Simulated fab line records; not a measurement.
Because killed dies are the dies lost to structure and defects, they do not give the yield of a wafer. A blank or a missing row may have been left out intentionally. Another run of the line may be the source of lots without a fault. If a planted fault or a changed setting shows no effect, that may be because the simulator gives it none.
Struck lot and sound lot, side by side :: flow sfq line :: 13 steps out of a route of 325
Sound: the wafers L474.1, L474.2, L474.4. Struck: wafer L486.3. (L486.1, L486.5 of the same lot were not struck and are left out.) The cause comes at the end.
At each step with rows: each side's tool, then ch and its chambers, then its first start. Under that, the readings that differ: sound wafers :: struck wafers :: difference of the means :: sigmas: that difference in standard deviations of wafers without a fault.
alike: words and numbers the same on both sides, and readings whose means are apart by under 2 such deviations; not compared: readings that were withheld, readings missing a value for some wafer, numbers with overlapping values and no deviation given by the record, and bounds like >300 which may hide the same value.
A row with sigmas, a row that says differs or no value, or rows on one side alone: a step with any of these is where the two part. Numbers that don't overlap but have no deviation are shown without sigmas and don't part them. A reading missing from all wafers of one side parts the sides only when that side holds two or more wafers.

first, 1 step without rows for these wafers: SFQ_TRILAYER_M4_DEP_PRE_CLEAN_092 (time 22.5 s).
SFQ_TRILAYER_M4_DEP_SPUTTER_091: material Nb, target thk 200 nm, time 133.3 s.
  sound on pvd sputter-06, day 35 11:14; struck on pvd sputter-06, day 40 00:46
  alike: throttle valve pct
SFQ_M4_RS_MEAS_924: a four-point-probe measurement.
  sound on film metro-03, day 35 11:20; struck on film metro-01, day 40 00:52
  alike: M4_NB_RS
then, 6 steps without rows for these wafers: SFQ_TRILAYER_M4_LITHO_COAT_098 (resist thk 62 nm); SFQ_TRILAYER_M4_LITHO_COAT_093 (resist thk 600 nm); SFQ_TRILAYER_M4_LITHO_SOFTBAKE_097; SFQ_TRILAYER_M4_LITHO_EXPOSE_094 (exposes mask M4, target cd 500 nm); SFQ_TRILAYER_M4_LITHO_PEB_096 (peb time 60 s); SFQ_TRILAYER_M4_LITHO_DEVELOP_095 (time 60 s).
-- the record jumps here: 2 days lie between the struck wafers' starts before and after --
SFQ_M4_OVL_MEAS_926:
  sound on overlay-02, day 38 07:31; struck on overlay-01, day 42 03:48
  alike: M4_OVL
SFQ_TRILAYER_M4_BARC_OPEN_METAL_ETCH_123: etches BARC in O2, target depth 125 nm, time 41.7 s.
  sound on rie metal-04 ch 0,1, day 38 07:32; struck on rie metal-04 ch 0, day 42 03:50
reading: oes product au (a.u.)
sound: 0.672 0.682 0.688
struck: 0.691
difference: +0.010
sigmas: +2
  alike: drypump motor current A
  not compared: rf hours counter h
SFQ_TRILAYER_M4_ETCH_METAL_ETCH_096: etches Nb in Cl2/Ar, stops on SiO2, target depth 240 nm, time 120 s.
  sound on rie metal-04 ch 0,1, day 38 07:36; struck on rie metal-04 ch 0, day 42 03:58
reading: model.KrF_of_TRILAYER_M4_LITHO_COAT_093.thk nm (nm)
sound: 391.4 386 390.7
struck: 319.2
difference: -70.2
sigmas: 

reading: model.M4.feature depth nm (nm)
sound: 201 200.2 198.6
struck: 211.8
difference: +11.9
sigmas: 

reading: model.SiO2_of_TRILAYER_I3_DEP_PECVD_081.thk nm (nm)
sound: 191.5 191.8 192.9
struck: 180.5
difference: -11.6
sigmas: 
  alike: drypump motor current A, oes product au
  not compared: rf hours counter h
SFQ_TRILAYER_M4_STRIP_STRIP_097: strips in O2.
  sound on rie metal-04 ch 0,1, day 38 07:44; struck on rie metal-04 ch 0, day 42 04:13
  alike: drypump motor current A, oes product au
  not compared: rf hours counter h

WHERE THEY PART
At SFQ_TRILAYER_M4_BARC_OPEN_METAL_ETCH_123 and nowhere else, as far as this record goes. Later steps at which nothing parts them and some readings are alike: SFQ_TRILAYER_M4_ETCH_METAL_ETCH_096, SFQ_TRILAYER_M4_STRIP_STRIP_097.

WHY: whatever the simulator had introduced
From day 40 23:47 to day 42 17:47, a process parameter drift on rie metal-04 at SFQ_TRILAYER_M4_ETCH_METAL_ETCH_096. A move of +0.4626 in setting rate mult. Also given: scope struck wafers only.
